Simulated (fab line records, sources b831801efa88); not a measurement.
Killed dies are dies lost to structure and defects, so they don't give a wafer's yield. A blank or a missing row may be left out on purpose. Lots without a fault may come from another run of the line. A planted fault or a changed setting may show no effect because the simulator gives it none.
Which tool did it? | flow sky130 | 6 lots, 18 wafers sampled, at 4 steps of a route of 708

WHAT THE GAUGES READ, wafer by wafer
SKY_PASSIVATION_THK_MEAS_03.
lot  | measured     | on            | PASSIVATION_CVD_02_THK (nm)
L785 | day 44 13:59 | film_metro-01 | 538 540 540
L787 | day 45 12:34 | film_metro-02 | 527 526 537
L793 | day 46 23:07 | film_metro-03 | 646 653 660
L798 | day 48 04:41 | film_metro-01 | 532 543 542
L802 | day 48 23:53 | film_metro-03 | 544 544 544
L804 | day 49 04:36 | film_metro-01 | 538 534 543

WHICH TOOL RAN EACH LOT (tool, then ch and the chambers of the sampled wafers, then the start)
lot  | SKY_VIA3_CMP_02               | SKY_VIA3_CVD_21               | SKY_PASSIVATION_CVD_02
L785 | cmp-02 ch 0,2,3, day 39 09:39 | cvd_w-01 ch 0,1, day 40 10:40 | pecvd-04 ch 0,1,2, day 44 13:45
L787 | cmp-01 ch 0,1, day 40 10:13   | cvd_w-01 ch 0,1, day 41 11:05 | pecvd-04 ch 0,1, day 45 12:20
L793 | cmp-02 ch 0,1, day 42 03:50   | cvd_w-02 ch 0,1, day 43 03:47 | pecvd-04 ch 0,1,2, day 46 22:52
L798 | cmp-02 ch 0,1,3, day 43 12:29 | cvd_w-02 ch 0,1, day 44 11:24 | pecvd-01 ch 0,2, day 48 04:26
L802 | cmp-01 ch 0,3, day 44 11:19   | cvd_w-02 ch 0,1, day 45 10:24 | pecvd-01 ch 0,1,2, day 48 23:44
L804 | cmp-02 ch 0,1,3, day 44 16:44 | cvd_w-01 ch 0,1, day 45 15:49 | pecvd-02 ch 0,2, day 49 04:22
- SKY_VIA3_CMP_02: polishes SiO2.
- SKY_VIA3_CVD_21: deposits W, target thk 390 nm, time 117.31 s.
- SKY_PASSIVATION_CVD_02: deposits Si3N4, target thk 540 nm.

THE ANSWER, worked out from the rows above alone
Rule: what is usual is taken from the lots themselves. Put in order of their means at a reading, lots are off if they are a third of the lots or fewer, leave a main group of 4 or more, and stand apart from it by a gap of 3 or more times the standard deviation of the main group's means; of several such gaps the widest counts. A main group whose means are all the same, to the digits that the tables above print for the reading, isn't used. A lot without any number at a reading at which 4 lots or more have one is off too. The other lots that the step has rows for count as sound.
Off: L793, at SKY_PASSIVATION_THK_MEAS_03 (PASSIVATION_CVD_02_THK). The main group: mean 538 nm, standard deviation 4.5.
A tool fits if, at a process step before that reading, it ran every lot that is off, and no sound lot after the first of them. The gauges at SKY_PASSIVATION_THK_MEAS_03 are tried like those tools. One fits: pecvd-04 at SKY_PASSIVATION_CVD_02. Its last sound lot is L787 (day 45 12:20), its first lot that is off L793 (day 46 22:52): a fault that began between those two fits.

WHAT THE SIMULATOR HAD PUT IN
Process parameter drift: pecvd-04, from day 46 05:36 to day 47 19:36, at SKY_PASSIVATION_CVD_02. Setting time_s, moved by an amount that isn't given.
Lots struck among those shown: L793. The rule above found the same.
